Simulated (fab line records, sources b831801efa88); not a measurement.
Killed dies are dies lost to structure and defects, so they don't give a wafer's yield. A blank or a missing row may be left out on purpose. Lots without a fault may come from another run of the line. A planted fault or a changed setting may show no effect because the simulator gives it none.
Which tool did it? | flow sky130 | 13 lots, 39 wafers sampled, at 3 steps of a route of 708

WHAT THE GAUGES READ, wafer by wafer
SKY_SONOS_TUNNEL_OVL_MEAS_08. Usual: SONOS_TUNNEL_OVL 0.0 nm, standard deviation 1.6.
lot  | measured     | on         | SONOS_TUNNEL_OVL (nm)               | flag
L710 | day 11 14:07 | overlay-01 | 1.2 -0.7 0.1                        |
L711 | day 12 00:34 | overlay-01 | -0.6 -0.5 -2.3                      |
L713 | day 12 11:22 | overlay-01 | -1.0 0.3 -1.1                       |
L715 | day 13 02:43 | overlay-02 | -0.5 -0.1 0.4                       |
L716 | day 13 12:49 | overlay-02 | -2.3 -1.5 -1.4                      |
L717 | day 13 18:37 | overlay-02 | 0.7 -0.1 0.1                        |
L718 | day 14 03:50 | overlay-02 | -0.8 -1.5 -0.2                      |
L719 | day 14 13:14 | overlay-02 | -2.1 0.3 -0.4                       |
L720 | day 14 15:22 | overlay-01 | 2.7 0.8 0.7                         |
L722 | day 15 09:34 | overlay-01 | 1.1 3.3 2.4                         |
L723 | day 15 18:56 | overlay-01 | -0.8 -0.2 -0.5                      |
L726 | day 17 00:19 | overlay-01 | 268.2 264.6 266.1 267.5 264.1 265.7 | OFF
L727 | day 17 02:01 | overlay-01 | 266.8 266.6 265.6 266.4 266.4 265.3 | OFF

SKY_CONTACT_BOW_MEAS_05. Usual: CONTACT_BOW 81 um, standard deviation 6.6.
lot  | measured     | on            | CONTACT_BOW (um) | flag
L710 | day 30 12:52 | film_metro-02 | 85 75 83         |
L711 | day 30 21:37 | film_metro-04 | 74 84 81         |
L713 | day 31 17:59 | film_metro-04 | 90 85 77         |
L715 | day 32 07:20 | film_metro-01 | 79 83 88         |
L716 | day 32 20:55 | film_metro-04 | 78 87 82         |
L717 | day 33 08:12 | film_metro-01 | 80 92 89         |
L718 | day 33 10:00 | film_metro-04 | 66 74 83         |
L719 | day 33 15:32 | film_metro-04 | 88 87 78         |
L720 | day 33 21:16 | film_metro-04 | 91 66 70         |
L722 | day 34 13:23 | film_metro-02 | 94 86 82         |
L723 | day 35 00:10 | film_metro-04 | 76 73 80         |

WHICH TOOL RAN EACH LOT (tool, then ch and the chambers of the sampled wafers, then the start)
lot  | SKY_SONOS_TUNNEL_EXPOSE_04
L710 | iline_stepper-02 ch 0, day 11 02:17
L711 | iline_stepper-02 ch 0, day 11 12:35
L713 | iline_stepper-02 ch 0, day 11 23:21
L715 | iline_stepper-01 ch 0, day 12 14:40
L716 | iline_stepper-02 ch 0, day 13 00:47
L717 | iline_stepper-02 ch 0, day 13 05:44
L718 | iline_stepper-02 ch 0, day 13 15:07
L719 | iline_stepper-02 ch 0, day 14 00:55
L720 | iline_stepper-01 ch 0, day 14 03:02
L722 | iline_stepper-01 ch 0, day 14 19:53
L723 | iline_stepper-01 ch 0, day 15 05:09
L726 | iline_stepper-01 ch 0, day 16 10:33
L727 | iline_stepper-01 ch 0, day 16 12:29
- SKY_SONOS_TUNNEL_EXPOSE_04: exposes mask TUNM, target cd 410 nm.

WHAT THE TOOLS THEMSELVES READ (means of the sampled wafers that have a number; where no wafer has one, the mark that the record gives instead)
SKY_SONOS_TUNNEL_EXPOSE_04. Usual: focus_offset_nm 0.0 nm, standard deviation 0.44.
lot  | tool             | focus_offset_nm (nm) | flag
L710 | iline_stepper-02 | 0.2                  |
L711 | iline_stepper-02 | 0.1                  |
L713 | iline_stepper-02 | -0.2                 |
L715 | iline_stepper-01 | 0.0                  |
L716 | iline_stepper-02 | -0.3                 |
L717 | iline_stepper-02 | -0.8                 |
L718 | iline_stepper-02 | 0.5                  |
L719 | iline_stepper-02 | -0.6                 |
L720 | iline_stepper-01 | -0.2                 |
L722 | iline_stepper-01 | -0.1                 |
L723 | iline_stepper-01 | -0.1                 |
L726 | iline_stepper-01 | -0.5                 |
L727 | iline_stepper-01 | 0.9                  |

THE ANSWER, worked out from the rows above alone
Rule: a lot is off if the mean of its wafers that have a number lies more than 3 standard deviations from the usual mean. A lot without any number at a reading at which 4 lots or more have one is off too. The other lots that the step has rows for count as sound. The gauges are gone through in route order, then the tools' own readings, and for those a lot's mean is taken as printed above. The first step at which some lot is off is used, and at that step the reading that is off furthest; a lot without a number counts as furthest.
Off: L726, L727, at SKY_SONOS_TUNNEL_OVL_MEAS_08 (SONOS_TUNNEL_OVL).
A tool fits if, at a process step before that reading, it ran every lot that is off, and no sound lot after the first of them. The gauges at SKY_SONOS_TUNNEL_OVL_MEAS_08 are tried like those tools. Can't be told from this: 2 tools fit, iline_stepper-01 at SKY_SONOS_TUNNEL_EXPOSE_04, overlay-01 at SKY_SONOS_TUNNEL_OVL_MEAS_08.

WHAT THE SIMULATOR HAD PUT IN
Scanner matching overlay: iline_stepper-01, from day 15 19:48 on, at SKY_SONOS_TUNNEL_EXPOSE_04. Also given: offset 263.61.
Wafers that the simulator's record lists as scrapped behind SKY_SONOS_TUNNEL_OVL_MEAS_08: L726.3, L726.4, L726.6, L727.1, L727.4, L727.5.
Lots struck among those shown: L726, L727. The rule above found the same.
